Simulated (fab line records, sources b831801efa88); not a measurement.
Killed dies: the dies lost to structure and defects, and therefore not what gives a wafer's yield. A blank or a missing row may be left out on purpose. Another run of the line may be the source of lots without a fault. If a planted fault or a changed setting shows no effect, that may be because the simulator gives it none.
Struck lot and sound lot, side by side    flow sky130    14 steps out of a route of 708
Sound: the wafers L748.2, L748.3, L748.4. Wafers struck: L756.2, L756.3, L756.6. Last of all comes the cause.
Per side, at each step with rows, come the tool, then ch with its chambers, and then its first start. Under that, the readings that differ: sound wafers    struck wafers    difference of the means    sigmas: that difference in standard deviations of wafers without a fault.
alike: readings whose means differ by less than 2 such deviations, and words and numbers that are the same on both sides. not compared: withheld readings, readings that some wafer has no value for, bounds like >300 that may hide the same value, and numbers for which the record gives no deviation and whose values overlap.
The two part at a step that has a row with sigmas, a row that says differs or no value, or rows on one side only. Numbers that don't overlap but have no deviation are shown without sigmas and don't part them. Lack of a reading on every wafer of one side parts them only where that side has two or more wafers.

first, 1 step without rows for these wafers: SKY_SONOS_ONO_OXIDATION_00 (stabilise 600 s, purge 300 s, target thk 2.6 nm).
SKY_SONOS_ONO_THK_MEAS_01:
  sound on film-metro-01, day 12 23:58; struck on film-metro-04, day 15 19:59
  alike: SONOS_ONO_OXIDATION_THK
then, 1 step without rows for these wafers: SKY_SONOS_ONO_CVD_02 (deposits Si3N4 from DCS/NH3, target thk 10.5 nm, time 180 s).
SKY_SONOS_ONO_THK_MEAS_03:
  sound on film-metro-04, day 13 04:02; struck on film-metro-03, day 15 21:05
  alike: SONOS_ONO_CVD_02_THK
then, 1 step without rows for these wafers: SKY_SONOS_ONO_CVD_04 (deposits SiO2 from SiH4/N2O, target thk 5.7199 nm).
SKY_SONOS_ONO_THK_MEAS_05:
  sound on film-metro-03, day 13 05:21; struck on film-metro-01, day 15 23:02
  alike: SONOS_ONO_CVD_04_THK
then, 6 steps without rows for these wafers: SKY_SONOS_ONO_DEHYDRATE_06 (time 60 s); SKY_SONOS_ONO_HMDS_07 (prime time 60 s); SKY_SONOS_ONO_COAT_08 (resist thk 1140 nm); SKY_SONOS_ONO_SOFTBAKE_09 (time 60 s); SKY_SONOS_ONO_EXPOSE_10 (exposes mask ONOM, target cd 410 nm); SKY_SONOS_ONO_PEB_11.
SKY_SONOS_ONO_DEVELOP_12: develop time 60 s.
  sound on litho-track-01 ch 0, day 14 06:19; struck on litho-track-04, day 17 01:59
  no value came back on the struck wafers for chill-plate-temp-C (C), develop-time-s (s); on the sound wafers chill-plate-temp-C (C) reads 22.89 22.97 22.91
SKY_SONOS_ONO_CD_MEAS_13 targets a cd of 410 nm.
  sound on cd-sem-01, day 14 06:28; struck on cd-sem-01, day 17 02:08
reading     sound              struck  difference                     sigmas
cd-nm (nm)  413.3 411.7 411.5  - - -   no value on the struck wafers  

## WHERE THEY PART
First at SKY_SONOS_ONO_DEVELOP_12; last, within this record, at SKY_SONOS_ONO_CD_MEAS_13.

WHY: what had been put in by the simulator
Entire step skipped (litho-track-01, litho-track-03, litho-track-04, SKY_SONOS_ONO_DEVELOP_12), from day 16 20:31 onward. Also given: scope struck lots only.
